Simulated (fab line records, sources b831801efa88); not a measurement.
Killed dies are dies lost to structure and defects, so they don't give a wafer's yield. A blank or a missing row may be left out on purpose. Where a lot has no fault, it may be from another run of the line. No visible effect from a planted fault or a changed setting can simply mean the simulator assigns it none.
Which tool was responsible? + flow sfq_line + Sampling: 14 lots, 42 wafers, 2 of 325 route steps

== WHAT THE GAUGES READ, wafer by wafer ==
SFQ_I1_BOW_MEAS_912.
| lot  | measured     | on            | I1_BOW (um)   |
|------|--------------|---------------|---------------|
| L358 | day 24 08:01 | film_metro-01 | -4 2 -4       |
| L359 | day 24 15:57 | film_metro-01 | -4 1 -4       |
| L361 | day 26 02:01 | film_metro-02 | 2 4 9         |
| L362 | day 26 08:53 | film_metro-02 | -1 -15 -2     |
| L364 | day 27 13:19 | film_metro-03 | -2 0 -3       |
| L365 | day 28 03:41 | film_metro-02 | 11 2 1        |
| L366 | day 28 12:38 | film_metro-01 | 0 7 6         |
| L368 | day 29 06:23 | film_metro-03 | 5 16 10       |
| L369 | day 29 13:34 | film_metro-02 | 6 -17 9       |
| L370 | day 29 20:10 | film_metro-03 | -1 -2 -12     |
| L371 | day 30 08:17 | film_metro-03 | 16 17 2 - - - |
| L372 | day 30 12:32 | film_metro-03 | -2 2 -2       |
| L373 | day 30 14:17 | film_metro-03 | 3 -9 -6 - - - |
| L381 | day 34 22:54 | film_metro-01 | -6 -12 3      |

== WHICH TOOL RAN EACH LOT (tool, then ch and the chambers of the sampled wafers, then the start) ==
| lot  | SFQ_TRILAYER_I1_CMP_CMP_046   |
|------|-------------------------------|
| L358 | cmp-02 ch 0,1,2, day 24 06:01 |
| L359 | cmp-02 ch 0,1,3, day 24 14:27 |
| L361 | cmp-01 ch 0,1, day 25 23:01   |
| L362 | cmp-02 ch 0,2,3, day 26 05:53 |
| L364 | cmp-02 ch 1,2,3, day 27 10:17 |
| L365 | cmp-01 ch 0,1,3, day 28 01:41 |
| L366 | cmp-01 ch 0,1,3, day 28 10:34 |
| L368 | cmp-02 ch 0,3, day 29 03:22   |
| L369 | cmp-02 ch 0,1,3, day 29 10:34 |
| L370 | cmp-02 ch 0,1,3, day 29 17:40 |
| L371 | cmp-02 ch 0,2,3, day 30 05:17 |
| L372 | cmp-01 ch 0,2,3, day 30 10:29 |
| L373 | cmp-02 ch 0,1,3, day 30 11:17 |
| L381 | cmp-02 ch 0,2,3, day 34 21:23 |
- SFQ_TRILAYER_I1_CMP_CMP_046: polishes SiO2.

== AS READ BY THE TOOLS THEMSELVES (means over the sampled wafers that have a number; for cases with no such wafer, the mark the record gives instead) ==
SFQ_TRILAYER_I1_CMP_CMP_046.
| lot  | tool   | motor_current_A (A) | time_to_endpoint_s (s) |
|------|--------|---------------------|------------------------|
| L358 | cmp-02 | 10.8                | 211                    |
| L359 | cmp-02 | 10.0                | 209                    |
| L361 | cmp-01 | 9.9                 | 220                    |
| L362 | cmp-02 | 9.6                 | 212                    |
| L364 | cmp-02 | 10.7                | 206                    |
| L365 | cmp-01 | 9.6                 | 218                    |
| L366 | cmp-01 | 9.7                 | 213                    |
| L368 | cmp-02 | 9.1                 | 216                    |
| L369 | cmp-02 | 9.8                 | 209                    |
| L370 | cmp-02 | 9.9                 | 211                    |
| L371 | cmp-02 | 9.5                 | 223                    |
| L372 | cmp-01 | 10.2                | 220                    |
| L373 | cmp-02 | 9.8                 | 220                    |
| L381 | cmp-02 | 9.6                 | 226                    |

== THE ANSWER, worked out from the rows above alone ==
Rule: the lots themselves supply what counts as usual. The widest of any qualifying gaps counts: lots, ordered by their means at a reading, are off when they make up no more than a third of the lots, leave a main group of 4 or more, and stand apart from it by 3 or more times the standard deviation of that group's means. If all means in a main group match to the digits the tables above print for the reading, that group is not used. A lot without any number at a reading at which 4 lots or more have one is off too. All remaining lots with rows at the step are treated as sound. The gauges are gone through in route order, then the tools' own readings, and for those a lot's mean is taken as printed above. The first step at which some lot is off is used, and at that step the reading that is off furthest; a lot without a number counts as furthest.
Across all readings shown, no lot is off: no conclusion can be drawn from this.

== WHAT THE SIMULATOR HAD PUT IN ==
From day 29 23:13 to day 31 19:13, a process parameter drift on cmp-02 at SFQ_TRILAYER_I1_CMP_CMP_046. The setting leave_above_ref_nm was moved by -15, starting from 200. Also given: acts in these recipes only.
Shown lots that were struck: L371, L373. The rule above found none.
